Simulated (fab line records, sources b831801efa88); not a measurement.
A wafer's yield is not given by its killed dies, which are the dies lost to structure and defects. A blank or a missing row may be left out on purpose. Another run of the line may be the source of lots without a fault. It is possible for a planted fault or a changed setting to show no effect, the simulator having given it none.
The tool behind it: which one? ; flow sky130 ; 10 lots, 30 wafers sampled, at 5 steps of a route of 708

## WHAT EACH GAUGE READ, for each wafer
SKY_GATE_OXIDE_TW_MEAS_14. Usual: for GATE_OXIDE_TW the level is 225.1 and the standard deviation is 1.
lot;measured;on;GATE_OXIDE_TW;flag
L976;day 13 12:58;film_metro-02;223.9 224.2 225.1;
L977;day 13 18:39;film_metro-04;225.5 224.3 224.2;
L978;day 14 01:47;film_metro-04;225.3 225.0 227.3;
L979;day 14 05:35;film_metro-02;225.0 225.4 226.0;
L980;day 14 12:13;film_metro-04;226.6 226.3 226.9;
L981;day 14 22:13;film_metro-03;223.6 223.9 223.6;
L985;day 16 11:40;film_metro-04;225.0 226.1 226.2;
L986;day 16 23:19;film_metro-04;224.8 225.7 225.1;
L990;day 18 17:26;film_metro-04;326.4 325.9 328.8;OFF
L991;day 19 03:02;film_metro-02;324.9 324.9 324.8;OFF

SKY_METAL1_CD_MEAS_15: target cd 140 nm. Usual: cd_nm 139.7 nm, standard deviation 1.6.
lot;measured;on;cd_nm (nm);flag
L976;day 32 17:28;cd_sem-02;139.3 138.0 139.2;
L977;day 32 17:34;cd_sem-01;140.3 140.6 141.8;
L978;day 33 04:01;cd_sem-01;141.1 138.9 140.9;
L979;day 33 08:51;cd_sem-02;135.5 136.5 136.2;
L980;day 33 13:34;cd_sem-02;139.7 139.3 138.0;
L981;day 34 02:16;cd_sem-02;140.2 140.2 140.8;
L985;day 35 14:56;cd_sem-02;137.2 138.6 139.1;
L986;day 35 23:19;cd_sem-01;139.0 139.9 139.9;
L990;day 37 11:17;cd_sem-02;141.5 141.5 141.4;
L991;day 37 21:32;cd_sem-01;142.3 142.7 142.1;

## EACH LOT AND THE TOOL THAT RAN IT (in order: tool; ch and the chambers of the sampled wafers; start)
lot;SKY_GATE_OXIDE_IMPLANT_11;SKY_RES_PROTECT_STRIP_07;SKY_CONTACT_STRIP_19
L976;implanter-03 ch 0, day 13 12:37;plasma_asher-02 ch 0,1, day 14 18:05;plasma_asher-04 ch 0,1, day 31 12:42
L977;implanter-03 ch 0, day 13 18:18;plasma_asher-03 ch 0,1, day 14 21:46;plasma_asher-03 ch 0,1, day 31 12:43
L978;implanter-02 ch 0, day 14 01:25;plasma_asher-04 ch 0,1, day 15 08:39;plasma_asher-01 ch 0,1, day 31 23:08
L979;implanter-03 ch 0, day 14 05:16;plasma_asher-04 ch 0,1, day 15 13:00;plasma_asher-01 ch 0,1, day 32 02:32
L980;implanter-02 ch 0, day 14 11:46;plasma_asher-04 ch 0,1, day 15 20:04;plasma_asher-01 ch 0,1, day 32 06:57
L981;implanter-03 ch 0, day 14 21:46;plasma_asher-02 ch 0,1, day 16 05:16;plasma_asher-03 ch 0,1, day 32 20:18
L985;implanter-03 ch 0, day 16 11:19;plasma_asher-04 ch 0, day 17 19:55;plasma_asher-04 ch 0,1, day 34 11:40
L986;implanter-02 ch 0, day 16 22:58;plasma_asher-04 ch 1, day 18 07:55;plasma_asher-03 ch 1, day 34 19:51
L990;implanter-02 ch 0, day 18 17:05;plasma_asher-04 ch 0,1, day 20 04:17;plasma_asher-01 ch 0,1, day 36 07:52
L991;implanter-01 ch 0, day 19 02:41;plasma_asher-03 ch 0,1, day 20 13:55;plasma_asher-03 ch 0,1, day 36 18:00
- SKY_GATE_OXIDE_IMPLANT_11
- SKY_RES_PROTECT_STRIP_07: strips in O2/N2.
- SKY_CONTACT_STRIP_19: strips in O2/N2.

## AS READ BY THE TOOLS THEMSELVES (means over the sampled wafers that have a number; for cases with no such wafer, the mark the record gives instead)
SKY_GATE_OXIDE_IMPLANT_11. Usual: end_station_pressure_torr 5.03e-06 Torr, standard deviation 2.7e-07.
lot;tool;end_station_pressure_torr (Torr);flag
L976;implanter-03;5.09e-06;
L977;implanter-03;4.98e-06;
L978;implanter-02;5.00e-06;
L979;implanter-03;5.17e-06;
L980;implanter-02;5.05e-06;
L981;implanter-03;4.87e-06;
L985;implanter-03;5.15e-06;
L986;implanter-02;5.02e-06;
L990;implanter-02;5.03e-06;
L991;implanter-01;5.13e-06;

SKY_RES_PROTECT_STRIP_07. Usual: drypump_motor_current_A 5.8 A, standard deviation 0.38; oes_product_au 0.517 a.u., standard deviation 0.0049; strip_time_to_endpoint_s 23.28 s, standard deviation 0.046.
lot;tool;drypump_motor_current_A (A);oes_product_au (a.u.);strip_time_to_endpoint_s (s);flag
L976;plasma_asher-02;5.7;0.523;23.36;
L977;plasma_asher-03;6.3;0.521;23.34;
L978;plasma_asher-04;5.4;0.523;23.33;
L979;plasma_asher-04;5.4;0.516;23.30;
L980;plasma_asher-04;5.4;0.521;23.23;
L981;plasma_asher-02;5.8;0.521;23.39;
L985;plasma_asher-04;5.3;0.519;23.31;
L986;plasma_asher-04;5.8;0.514;23.27;
L990;plasma_asher-04;5.5;0.517;23.26;
L991;plasma_asher-03;6.3;0.516;23.26;

SKY_CONTACT_STRIP_19. Usual: drypump_motor_current_A 6.1 A, standard deviation 0.36; oes_product_au 0.381 a.u., standard deviation 0.0047; strip_time_to_endpoint_s 3.62 s, standard deviation 0.034.
lot;tool;drypump_motor_current_A (A);oes_product_au (a.u.);strip_time_to_endpoint_s (s);flag
L976;plasma_asher-04;5.4;0.382;3.61;
L977;plasma_asher-03;6.3;0.376;3.62;
L978;plasma_asher-01;6.2;0.379;3.62;
L979;plasma_asher-01;6.2;0.377;3.60;
L980;plasma_asher-01;6.2;0.384;3.65;
L981;plasma_asher-03;6.3;0.378;3.59;
L985;plasma_asher-04;5.6;0.383;3.61;
L986;plasma_asher-03;6.0;0.384;3.63;
L990;plasma_asher-01;6.2;0.383;3.59;
L991;plasma_asher-03;6.3;0.378;3.60;

## THE ANSWER, worked out from the rows above alone
Rule: a lot is off if the mean of its wafers that have a number lies more than 3 standard deviations from the usual mean. A lot without any number at a reading at which 4 lots or more have one is off too. The other lots that the step has rows for count as sound. After the gauges, taken in route order, come the tools' own readings; for these a lot's mean is taken, as printed above. The first step at which some lot is off is used, and at that step the reading that is off furthest; a lot without a number counts as furthest.
Off: L990, L991, at SKY_GATE_OXIDE_TW_MEAS_14 (GATE_OXIDE_TW).
A tool fits if, at a process step before that reading, it ran every lot that is off, and no sound lot after the first of them. Gauges at SKY_GATE_OXIDE_TW_MEAS_14: tried the same way as those tools. None of those tried fits.

## WHAT HAD BEEN PUT IN BY THE SIMULATOR
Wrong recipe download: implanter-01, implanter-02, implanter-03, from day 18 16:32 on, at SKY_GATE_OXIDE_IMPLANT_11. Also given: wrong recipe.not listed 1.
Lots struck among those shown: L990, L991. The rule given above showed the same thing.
